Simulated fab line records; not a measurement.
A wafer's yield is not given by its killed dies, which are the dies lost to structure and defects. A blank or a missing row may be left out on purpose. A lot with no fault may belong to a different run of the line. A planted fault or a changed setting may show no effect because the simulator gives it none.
fab line records	flow sfq_line
[record] lots = 5	wafers = 15	last_day = 80
route steps=325 shown M1@62 I1@73 M2@88 I2@103 M8@325
lots that met no fault: from a run of the same line without faults
start_h: start of the lot's first displayed wafer, in hours after the record's first day	wait_h: hours since the lot's step before	" same as the row above	L1.1+2: one row covering several wafers at once	- no value, or no start was given	* or withheld: withheld	< > ~ a bound
route shown NAME@n: names a module that has steps shown in the file, with the first one's number in the route	usual: average and standard deviation across the fault-free wafers	same: alike in all rows	chamber/n: place in a boat	sites: the reading at each site	_std_site: how widely they spread, as a standard deviation	_edge_site: inner sites' mean taken away from outer sites' mean	radius_mm: how far each site lies from the wafer's centre	mask NAME#n: copy n	behind: the tool/chamber that last shaped the wafer	hold: the reason the lot was held/the length of the hold in hours/how it ended	device: names the non-switching transistor (n, p or np)	end of line: the tests these same wafers got at the end of their route	a step given without rows: its recipe and nothing more	killed: not the wafer's yield, but the dies lost to structure and defects at the first sort	map: dies across one wafer; x = killed, . = not, _ = none there
set.NAME: the setting that was run; set.NAME@STEP: the one run at that earlier step	model.NAME: the simulator's own value behind a step, which no gauge read
lots at selected steps of the route; one table per step, one row per wafer
services: when a tool's chamber went out of use (start_h, in hours from the record's first day, below 0 if earlier), for how many hours, and the reason
[[steps]]
[step SFQ_TRILAYER_M1_LITHO_COAT_044]
[recipe] resist = BARC	spin_rpm = 3000	resist_thk_nm = 62
[step SFQ_TRILAYER_M1_LITHO_COAT_039]
[recipe] resist = KrF	spin_rpm = 3000	resist_thk_nm = 600
[step SFQ_TRILAYER_M1_LITHO_SOFTBAKE_043]
[recipe] temp_c = withheld	time_s = withheld	resist = KrF
[step SFQ_TRILAYER_M1_LITHO_EXPOSE_040]
[recipe] mask_id = M1	na = 0.6	source_shape = conventional	sigma_outer = 0.65	target_cd_nm = 500	dose_mj = 14.4
[step SFQ_TRILAYER_M1_LITHO_PEB_042]
[recipe] peb_temp_c = 115	peb_time_s = 60	resist = KrF
[step SFQ_TRILAYER_M1_LITHO_DEVELOP_041]
[recipe] time_s = 60	resist = KrF
[step SFQ_M1_OVL_MEAS_911]
[usual] M1_OVL = 0/6.2
lot.wafer	tool	chamber	start_h	wait_h	M1_OVL[nm]
L666.3	overlay-02	-	533.08	0.1	4
L666.5	"	-	"	"	-2
L666.6	"	-	"	"	-1
L667.1	overlay-02	-	543.26	0.1	-2
L667.2	"	-	"	"	0
L667.3	"	-	"	"	-2
L675.3	overlay-02	-	767.46	0.1	4
L675.4	"	-	"	"	-5
L675.5	"	-	"	"	4
L678.4	overlay-01	-	815.54	0.1	-3
L678.5	"	-	"	"	-7
L678.6	"	-	"	"	-2
L679.1	overlay-02	-	827.48	0.1	-1
L679.2	"	-	"	"	-3
L679.5	"	-	"	"	-2
[step SFQ_TRILAYER_M1_BARC_OPEN_METAL_ETCH_054]
[recipe] mask_material = PR	chemistry = O2	target_depth_nm = 125	target = BARC	icp_w = 600	bias_w = 80	pressure_mtorr = 10	time_s = 41.7
[usual] drypump_motor_current_A = 6.0/0.57	oes_product_au = 0.684/0.0047
lot.wafer	tool	chamber	start_h	wait_h	drypump_motor_current_A	oes_product_au	rf_hours_counter_h
L666.3	rie_metal-01	0	533.12	0.0	5.3	0.686	-
L666.5	"	1	"	"	6.3	0.689	-
L666.6	"	0	"	"	5.3	0.683	-
L667.1	rie_metal-02	0	543.30	0.0	6.6	0.688	103
L667.2	"	0	"	"	6.6	0.678	-
L667.3	"	0	"	"	6.6	0.679	-
L675.3	rie_metal-01	1	767.50	0.0	6.3	0.682	-
L675.4	"	0	"	"	5.3	0.682	-
L675.5	"	0	"	"	5.3	0.682	-
L678.4	rie_metal-02	1	815.62	0.1	6.3	0.678	-
L678.5	"	1	"	"	6.3	0.679	-
L678.6	"	1	"	"	6.3	0.682	-
L679.1	rie_metal-02	1	827.52	0.0	6.3	0.695	40
L679.2	"	1	"	"	6.3	0.685	-
L679.5	"	1	"	"	6.3	0.677	-
[step SFQ_TRILAYER_M1_ETCH_METAL_ETCH_042]
[recipe] target = Nb	stop_on = SiO2	mask_material = PR	chemistry = Cl2/Ar	target_depth_nm = 240	icp_w = 600	bias_w = 80	pressure_mtorr = 10	time_s = 120
[step SFQ_TRILAYER_M1_STRIP_STRIP_043]
[recipe] gas = O2	power_w = 200	platen_temp_c = 40	overash_fraction = 0.65	chemistry = O2	pressure_mtorr = 50
[step SFQ_TRILAYER_M1_STRIP_SOLV_CLEAN_044]
[recipe] chemistry = NMP	temp_c = 70	time_s = 600
[step SFQ_TRILAYER_I1_DEP_PECVD_045]
[recipe] material = SiO2	temp_c = 150	time_s = 111.11	pressure_torr = 2.4	rf_w = 183.3	precursor = SiH4/N2O	target_thk_nm = 500
[step SFQ_TRILAYER_I1_CMP_CMP_046]
[recipe] material = SiO2	down_force_psi = 3	platen_rpm = 60	pad_velocity_m_s = 0.94248
[usual] motor_current_A = 10.5/0.77	time_to_endpoint_s = 219/9.4
lot.wafer	tool	chamber	start_h	wait_h	motor_current_A	time_to_endpoint_s	model.SiO2_of_TRILAYER_I1_DEP_PECVD_045.thk_nm
L666.3	cmp-02	1	534.82	0.7	10.5	213	200.9
L666.5	"	1	536.82	2.7	10.3	224	201.6
L666.6	"	2	"	"	11.0	203	199.4
L667.3	cmp-01	0	545.12	0.0	10.0	209	198.2
L667.1	"	1	"	"	9.0	208	199.1
L667.2	"	2	"	"	10.9	218	200.8
L675.4	cmp-01	1	772.16	3.6	8.8	211	199.4
L675.3	"	2	"	"	11.0	269	302.1
L675.5	"	2	774.66	6.1	11.1	216	201.3
L678.4	cmp-02	0	824.77	7.4	11.6	239	202.5
L678.6	"	0	826.77	9.4	11.2	238	201.9
L678.5	"	1	"	"	9.4	241	202.3
L679.2	cmp-02	2	837.27	8.0	10.9	209	200.7
L679.1	"	0	838.27	9.0	11.4	215	199.7
L679.5	"	2	839.27	9.9	11.2	216	200.4
[step SFQ_I1_BOW_MEAS_912]
[recipe] mode = bow
[usual] I1_BOW = 1/8.1
lot.wafer	tool	chamber	start_h	wait_h	I1_BOW[um]
L666.3	film_metro-02	-	537.86	2.5	6
L666.5	"	-	"	"	0
L666.6	"	-	"	"	1
L667.1	film_metro-03	-	548.12	2.0	5
L667.2	"	-	"	"	13
L667.3	"	-	"	"	5
L675.3	film_metro-01	-	775.20	2.0	7
L675.4	"	-	"	"	-9
L675.5	"	-	"	"	-5
L675.3	film_metro-01	-	776.52	1.3	-
L675.4	"	-	"	"	-
L675.5	"	-	"	"	-
L678.4	film_metro-01	-	827.83	2.6	1
L678.5	"	-	"	"	-7
L678.6	"	-	"	"	5
L679.1	film_metro-02	-	839.77	1.0	-14
L679.2	"	-	"	"	-6
L679.5	"	-	"	"	-2
[step SFQ_TRILAYER_I1_METRO_MEASURE_047]
[usual] thk_nm = 200.2/1.3
lot.wafer	tool	chamber	start_h	wait_h	thk_nm
L666.3	film_metro-02	-	538.34	0.5	201.0
L666.5	"	-	"	"	201.4
L666.6	"	-	"	"	199.4
L667.1	film_metro-03	-	548.24	0.1	199.1
L667.2	"	-	"	"	200.8
L667.3	"	-	"	"	198.2
L675.3	film_metro-01	-	780.34	3.8	301.9
L675.4	"	-	"	"	199.4
L675.5	"	-	"	"	201.3
L675.3	film_metro-01	-	781.70	1.2	302.2
L675.4	"	-	"	"	199.4
L675.5	"	-	"	"	201.6
L678.4	film_metro-01	-	828.49	0.6	202.6
L678.5	"	-	"	"	202.4
L678.6	"	-	"	"	201.9
L679.1	film_metro-02	-	839.89	0.1	199.7
L679.2	"	-	"	"	200.8
L679.5	"	-	"	"	200.4
[step SFQ_TRILAYER_I1_VIA_LITHO_COAT_054]
[recipe] resist = BARC	spin_rpm = 3000	resist_thk_nm = 62
[step SFQ_TRILAYER_I1_VIA_LITHO_COAT_049]
[recipe] resist = KrF	spin_rpm = 3000	resist_thk_nm = 650
[step SFQ_TRILAYER_I1_VIA_LITHO_SOFTBAKE_053]
[recipe] temp_c = withheld	time_s = withheld	resist = KrF
[step SFQ_TRILAYER_I1_VIA_LITHO_EXPOSE_050]
[recipe] mask_id = I1	na = 0.6	source_shape = conventional	sigma_outer = 0.65	target_cd_nm = 500	dose_mj = 21.3
[step SFQ_TRILAYER_I1_VIA_LITHO_PEB_052]
[recipe] peb_temp_c = 115	peb_time_s = 60	resist = KrF
[step SFQ_TRILAYER_I1_VIA_LITHO_DEVELOP_051]
[recipe] time_s = 60	resist = KrF
[step SFQ_I1_OVL_MEAS_913]
[usual] I1_OVL = -1/5.6
lot.wafer	tool	chamber	start_h	wait_h	I1_OVL[nm]
L666.3	overlay-02	-	697.86	0.1	-3
L666.5	"	-	"	"	-4
L666.6	"	-	"	"	-1
L667.1	overlay-01	-	708.65	0.1	-12
L667.2	"	-	"	"	2
L667.3	"	-	"	"	-5
L675.3	overlay-01	-	789.83	0.1	-7
L675.4	"	-	"	"	-6
L675.5	"	-	"	"	-5
L678.4	overlay-02	-	831.35	0.1	-6
L678.5	"	-	"	"	-6
L678.6	"	-	"	"	-4
L679.1	overlay-02	-	844.21	0.1	3
L679.2	"	-	"	"	5
L679.5	"	-	"	"	4
[step SFQ_TRILAYER_I1_VIA_BARC_OPEN_VIA_ETCH_071]
[recipe] mask_material = PR	chemistry = O2	target_depth_nm = 125	target = BARC	source_w = 500	bias_w = 80	pressure_mtorr = 30	time_s = 41.7
[usual] drypump_motor_current_A = 5.5/0.42	oes_product_au = 0.684/0.0046
lot.wafer	tool	chamber	start_h	wait_h	drypump_motor_current_A	oes_product_au	rf_hours_counter_h
L666.3	rie_diel-04	0	697.88	0.0	5.0	0.680	28
L666.5	"	1	"	"	5.6	0.692	-
L666.6	"	0	"	"	5.0	0.692	-
L667.1	rie_diel-04	3	708.68	0.0	6.3	0.680	5
L667.2	"	2	"	"	4.9	0.682	14
L667.3	"	1	"	"	5.6	0.683	11
L675.3	rie_diel-04	3	789.85	0.0	6.3	0.684	6
L675.4	"	0	"	"	5.0	0.678	29
L675.5	"	2	"	"	4.9	0.688	-
L678.4	rie_diel-02	0	831.37	0.0	5.3	0.684	15
L678.5	"	2	"	"	6.1	0.681	-
L678.6	"	3	"	"	5.1	0.685	-
L679.1	rie_diel-02	1	844.25	0.0	5.5	0.684	4
L679.2	"	2	"	"	6.1	0.683	7
L679.5	"	2	"	"	6.1	0.685	-
[step SFQ_TRILAYER_I1_VIA_ETCH_VIA_ETCH_052]
[recipe] target = SiO2	stop_on = Nb	mask_material = PR	taper_deg = 20	chemistry = CHF3	target_depth_nm = 260	source_w = 500	bias_w = 80	pressure_mtorr = 30	time_s = withheld
[usual] drypump_motor_current_A = 5.5/0.42	oes_product_au = 0.855/0.006
lot.wafer	tool	chamber	start_h	wait_h	drypump_motor_current_A	oes_product_au	model.I1.feature_depth_nm	model.etch.depth_nm
L666.3	rie_diel-04	0	697.92	0.0	4.9	0.861	200.9	200.9
L666.5	"	1	"	"	5.6	0.857	201.6	201.6
L666.6	"	0	"	"	5.0	0.848	199.4	199.4
L667.1	rie_diel-04	3	708.72	0.0	6.3	0.854	199.1	199.1
L667.2	"	2	"	"	4.9	0.857	200.8	200.8
L667.3	"	1	"	"	5.6	0.846	198.2	198.2
L675.3	rie_diel-04	3	789.89	0.0	6.2	1.003	260.6	260.6
L675.4	"	0	"	"	5.0	0.853	199.4	199.4
L675.5	"	2	"	"	4.9	0.873	201.3	201.3
L678.4	rie_diel-02	0	831.41	0.0	5.3	0.870	202.5	202.5
L678.5	"	2	"	"	6.1	0.852	202.3	202.3
L678.6	"	3	"	"	5.2	0.861	201.9	201.9
L679.1	rie_diel-02	1	844.29	0.0	5.5	0.855	199.7	199.7
L679.2	"	2	"	"	6.1	0.856	200.7	200.7
L679.5	"	2	"	"	6.1	0.859	200.4	200.4
[step SFQ_TRILAYER_I1_VIA_STRIP_STRIP_053]
[recipe] gas = O2	power_w = 200	platen_temp_c = 40	overash_fraction = 0.65	chemistry = O2	pressure_mtorr = 50
[step SFQ_TRILAYER_I1_VIA_STRIP_SOLV_CLEAN_054]
[recipe] chemistry = NMP	temp_c = 70	time_s = 600
[step SFQ_TRILAYER_M2_DEP_PRE_CLEAN_056]
[recipe] gas = Ar	time_s = 22.5	bias_v = 250
lot.wafer	tool	chamber	start_h	wait_h	model.SiO2_of_TRILAYER_I1_DEP_PECVD_045.thk_nm
L666.3	pvd_sputter-03	-	698.81	0.0	193.4
L666.5	"	-	"	"	194.1
L666.6	"	-	"	"	191.9
L667.1	pvd_sputter-06	-	709.61	0.0	191.6
L667.2	"	-	"	"	193.3
L667.3	"	-	"	"	190.7
L675.3	pvd_sputter-06	-	791.26	0.0	294.6
L675.4	"	-	"	"	191.9
L675.5	"	-	"	"	193.8
L678.4	pvd_sputter-06	-	832.30	0.0	195
L678.5	"	-	"	"	194.8
L678.6	"	-	"	"	194.4
L679.1	pvd_sputter-04	-	845.18	0.0	192.2
L679.2	"	-	"	"	193.2
L679.5	"	-	"	"	192.9
[step SFQ_TRILAYER_M2_DEP_SPUTTER_055]
[recipe] material = Nb	base_pressure_pa = 1.33e-06	chamber_pressure_pa = 0.1333	substrate_temp_c = 20	resputter_cathode_voltage_v = 400	target_thk_nm = 200	power_w = 2000	time_s = 133.3
[step SFQ_M2_RS_MEAS_914]
[recipe] thk_meas_gauge = four-point-probe	reads = Nb_of_TRILAYER_M2_DEP_SPUTTER_055
[usual] M2_NB_RS = 0.889/0.0083
lot.wafer	tool	chamber	start_h	wait_h	M2_NB_RS[ohm/sq]
L666.3	film_metro-03	-	698.97	0.1	0.892
L666.5	"	-	"	"	0.873
L666.6	"	-	"	"	0.882
L667.1	film_metro-01	-	709.73	0.0	0.882
L667.2	"	-	"	"	0.894
L667.3	"	-	"	"	0.887
L675.3	film_metro-03	-	791.42	0.1	0.886
L675.4	"	-	"	"	0.890
L675.5	"	-	"	"	0.890
L678.4	film_metro-01	-	832.48	0.1	0.887
L678.5	"	-	"	"	0.883
L678.6	"	-	"	"	0.884
L679.1	film_metro-04	-	845.30	0.0	0.888
L679.2	"	-	"	"	0.909
L679.5	"	-	"	"	0.884
[step SFQ_TRILAYER_M2_LITHO_COAT_062]
[recipe] resist = BARC	spin_rpm = 3000	resist_thk_nm = 62
[step SFQ_TRILAYER_M2_LITHO_COAT_057]
[recipe] resist = KrF	spin_rpm = 3000	resist_thk_nm = 600
[step SFQ_TRILAYER_M2_LITHO_SOFTBAKE_061]
[recipe] temp_c = withheld	time_s = withheld	resist = KrF
[step SFQ_TRILAYER_M2_LITHO_EXPOSE_058]
[recipe] mask_id = M2	na = 0.6	source_shape = conventional	sigma_outer = 0.65	target_cd_nm = 500	dose_mj = 14.4
[step SFQ_TRILAYER_M2_LITHO_PEB_060]
[recipe] peb_temp_c = 115	peb_time_s = 60	resist = KrF
[step SFQ_TRILAYER_M2_LITHO_DEVELOP_059]
[recipe] time_s = 60	resist = KrF
[step SFQ_M2_OVL_MEAS_916]
[usual] M2_OVL = 0/5.6
lot.wafer	tool	chamber	start_h	wait_h	M2_OVL[nm]
L666.3	overlay-02	-	856.30	0.1	-3
L666.5	"	-	"	"	4
L666.6	"	-	"	"	-3
L667.1	overlay-01	-	866.17	0.1	-2
L667.2	"	-	"	"	-4
L667.3	"	-	"	"	2
L675.3	overlay-02	-	929.56	0.1	2
L675.4	"	-	"	"	-2
L675.5	"	-	"	"	4
L678.4	overlay-02	-	973.97	0.1	-4
L678.5	"	-	"	"	2
L678.6	"	-	"	"	-9
L679.1	overlay-01	-	987.16	0.1	-1
L679.2	"	-	"	"	1
L679.5	"	-	"	"	3
[step SFQ_TRILAYER_M2_BARC_OPEN_METAL_ETCH_077]
[recipe] mask_material = PR	chemistry = O2	target_depth_nm = 125	target = BARC	icp_w = 600	bias_w = 80	pressure_mtorr = 10	time_s = 41.7
[step SFQ_TRILAYER_M2_ETCH_METAL_ETCH_060]
[recipe] target = Nb	stop_on = SiO2	mask_material = PR	chemistry = Cl2/Ar	target_depth_nm = 240	icp_w = 600	bias_w = 80	pressure_mtorr = 10	time_s = 120
[usual] drypump_motor_current_A = 5.6/0.6	oes_product_au = 0.895/0.007
lot.wafer	tool	chamber	start_h	wait_h	drypump_motor_current_A	oes_product_au	rf_hours_counter_h
L666.3	rie_metal-04	1	856.42	0.1	4.7	0.894	-
L666.5	"	0	"	"	5.7	0.910	-
L666.6	"	1	"	"	4.8	0.897	-
L667.1	rie_metal-04	0	866.27	0.0	5.6	0.896	63
L667.2	"	1	"	"	4.8	0.899	43
L667.3	"	0	"	"	5.7	0.905	-
L675.3	rie_metal-03	1	929.68	0.1	6.1	0.897	-
L675.4	"	0	"	"	5.5	0.889	-
L675.5	"	0	"	"	5.5	0.896	-
L678.4	rie_metal-04	0	974.09	0.1	5.7	0.898	-
L678.5	"	1	"	"	4.8	0.903	-
L678.6	"	0	"	"	5.7	0.896	-
L679.1	rie_metal-04	0	987.25	0.0	5.7	0.898	80
L679.2	"	1	"	"	4.8	0.877	61
L679.5	"	1	"	"	4.8	0.905	-
[step SFQ_TRILAYER_M2_STRIP_STRIP_061]
[recipe] gas = O2	power_w = 200	platen_temp_c = 40	overash_fraction = 0.65	chemistry = O2	pressure_mtorr = 50
[usual] drypump_motor_current_A = 5.6/0.6	oes_product_au = 1.003/0.0085
lot.wafer	tool	chamber	start_h	wait_h	drypump_motor_current_A	oes_product_au	rf_hours_counter_h
L666.3	rie_metal-04	1	856.70	0.2	4.7	0.994	-
L666.5	"	0	"	"	5.7	1.007	-
L666.6	"	1	"	"	4.7	1.009	-
L667.1	rie_metal-04	0	866.40	0.1	5.6	1.000	63
L667.2	"	1	"	"	4.7	1.003	44
L667.3	"	0	"	"	5.6	1.005	-
L675.3	rie_metal-03	1	929.96	0.2	6.1	0.992	-
L675.4	"	0	"	"	5.5	1.008	-
L675.5	"	0	"	"	5.5	1.014	-
L678.4	rie_metal-04	0	974.38	0.2	5.7	1.002	-
L678.5	"	1	"	"	4.7	0.994	-
L678.6	"	0	"	"	5.7	1.007	-
L679.1	rie_metal-04	0	987.38	0.1	5.7	0.996	80
L679.2	"	1	"	"	4.8	1.008	61
L679.5	"	1	"	"	4.8	0.994	-
[step SFQ_TRILAYER_M2_STRIP_SOLV_CLEAN_062]
[recipe] chemistry = NMP	temp_c = 70	time_s = 600
[step SFQ_TRILAYER_I2_DEP_PECVD_063]
[recipe] material = SiO2	temp_c = 150	time_s = 111.11	pressure_torr = 2.4	rf_w = 183.3	precursor = SiH4/N2O	target_thk_nm = 500
[usual] chamber_pressure_Torr = 2.400/0.0054	heater_power_w = 84/15	throttle_valve_pct = 24.1/0.94
lot.wafer	tool	chamber	start_h	wait_h	chamber_pressure_Torr	heater_power_w	throttle_valve_pct
L666.3	pecvd-01	0	857.32	0.0	2.400	102	22.9
L666.5	"	2	"	"	2.398	84	23.8
L666.6	"	0	"	"	2.395	88	22.7
L667.1	pecvd-04	0	867.17	0.0	2.401	86	23.9
L667.2	"	2	"	"	2.396	103	25.7
L667.3	"	1	"	"	2.393	99	24.3
L675.3	pecvd-01	1	930.54	0.0	2.400	106	23.2
L675.4	"	2	"	"	2.404	76	24.1
L675.5	"	0	"	"	2.406	101	22.9
L678.4	pecvd-01	0	974.99	0.0	2.405	103	23.0
L678.5	"	1	"	"	2.395	106	23.0
L678.6	"	2	"	"	2.405	83	23.8
L679.1	pecvd-04	0	988.15	0.0	2.401	77	24.0
L679.2	"	1	"	"	2.400	97	24.3
L679.5	"	1	"	"	2.394	80	24.0
[step SFQ_M8_BOW_MEAS_951]
[recipe] mode = bow
[usual] M8_BOW = 11/11
lot.wafer	tool	chamber	start_h	wait_h	M8_BOW[um]	model.etest.i1.link_ohm
L666.3	film_metro-02	-	1856.03	0.0	1	1.965
L666.5	"	-	"	"	-5	1.932
L666.6	"	-	"	"	-6	1.944
L667.1	film_metro-04	-	1858.39	0.0	11	1.976
L667.2	"	-	"	"	18	1.995
L667.3	"	-	"	"	11	1.985
L675.3	film_metro-03	-	1912.29	0.0	12	1e+06
L675.4	"	-	"	"	-4	1.954
L675.5	"	-	"	"	0	1.962
L678.4	film_metro-03	-	1916.08	0.1	10	1.958
L678.5	"	-	"	"	3	1.95
L678.6	"	-	"	"	16	1.96
L679.1	film_metro-02	-	1917.05	0.0	-12	1.967
L679.2	"	-	"	"	-3	1.988
L679.5	"	-	"	"	0	1.959
[[services]]
tool	chamber	start_h	hours	kind
film_metro-01	-	512.53	3.2	pm
pecvd-01	-	513.30	6.0	pm
cmp-02	-	516.68	0.4	repair
rie_metal-02	-	525.75	0.8	repair
film_metro-01	-	534.43	0.2	pm
rie_diel-04	-	545.08	14.6	pm
rie_diel-02	1	555.89	6.7	repair
rie_metal-04	1	579.05	1.0	repair
rie_diel-02	1	588.21	17.0	repair
rie_diel-02	3	612.83	6.9	repair
rie_diel-02	0	617.50	14.8	repair
rie_diel-02	0	632.39	7.7	repair
rie_diel-04	0	641.53	4.4	repair
rie_metal-04	0	669.49	9.3	repair
rie_metal-04	-	701.51	0.7	repair
rie_diel-02	3	737.24	5.4	repair
rie_diel-04	3	740.52	11.4	repair
rie_diel-04	0	749.09	4.3	repair
rie_metal-04	-	766.93	1.4	pm
rie_diel-04	2	770.47	4.3	repair
rie_metal-04	1	781.08	20.5	repair
rie_diel-04	0	812.37	14.1	repair
rie_diel-04	-	842.03	15.6	pm
rie_diel-02	1	914.89	3.5	repair
[[key]]
[first_sign] step = SFQ_TRILAYER_I1_CMP_CMP_046	reading = time_to_endpoint_s	direction = up	sigmas = 5.3	usual = *	struck = *
[effect] step = SFQ_I1_BOW_MEAS_912	reading = visit	direction = added
[effect] step = SFQ_TRILAYER_I1_METRO_MEASURE_047	reading = visit	direction = added
[effect] step = SFQ_TRILAYER_I1_METRO_MEASURE_047	reading = thk_nm	direction = up	sigmas = 77	usual = 200.2	struck = 301.9
[effect] step = SFQ_TRILAYER_I1_VIA_ETCH_VIA_ETCH_052	reading = oes_product_au	direction = up	sigmas = 25	usual = 0.855	struck = 1.003
[model_effect] step = SFQ_TRILAYER_I1_CMP_CMP_046	value = SiO2_of_TRILAYER_I1_DEP_PECVD_045.thk_nm	without = 201	struck = 302.1
[model_effect] step = SFQ_TRILAYER_I1_VIA_ETCH_VIA_ETCH_052	value = I1.feature_depth_nm	without = 201	struck = 260.6
[model_effect] step = SFQ_TRILAYER_M2_DEP_PRE_CLEAN_056	value = SiO2_of_TRILAYER_I1_DEP_PECVD_045.thk_nm	without = 193.5	struck = 294.6
[model_effect] step = SFQ_M8_BOW_MEAS_951	value = etest.i1.link_ohm	without = 1.946	struck = 1e+06
met_at SFQ_TRILAYER_I1_CMP_CMP_046
struck_wafers L675.3
onset_between 545.12 772.16
[fault] kind = process_parameter_drift	tool = cmp-01	chamber = -	onset_h = 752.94	steps = SFQ_TRILAYER_I1_CMP_CMP_046	channel = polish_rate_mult	offset = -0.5	shape = step	end_h = 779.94	scope = struck_wafers_only
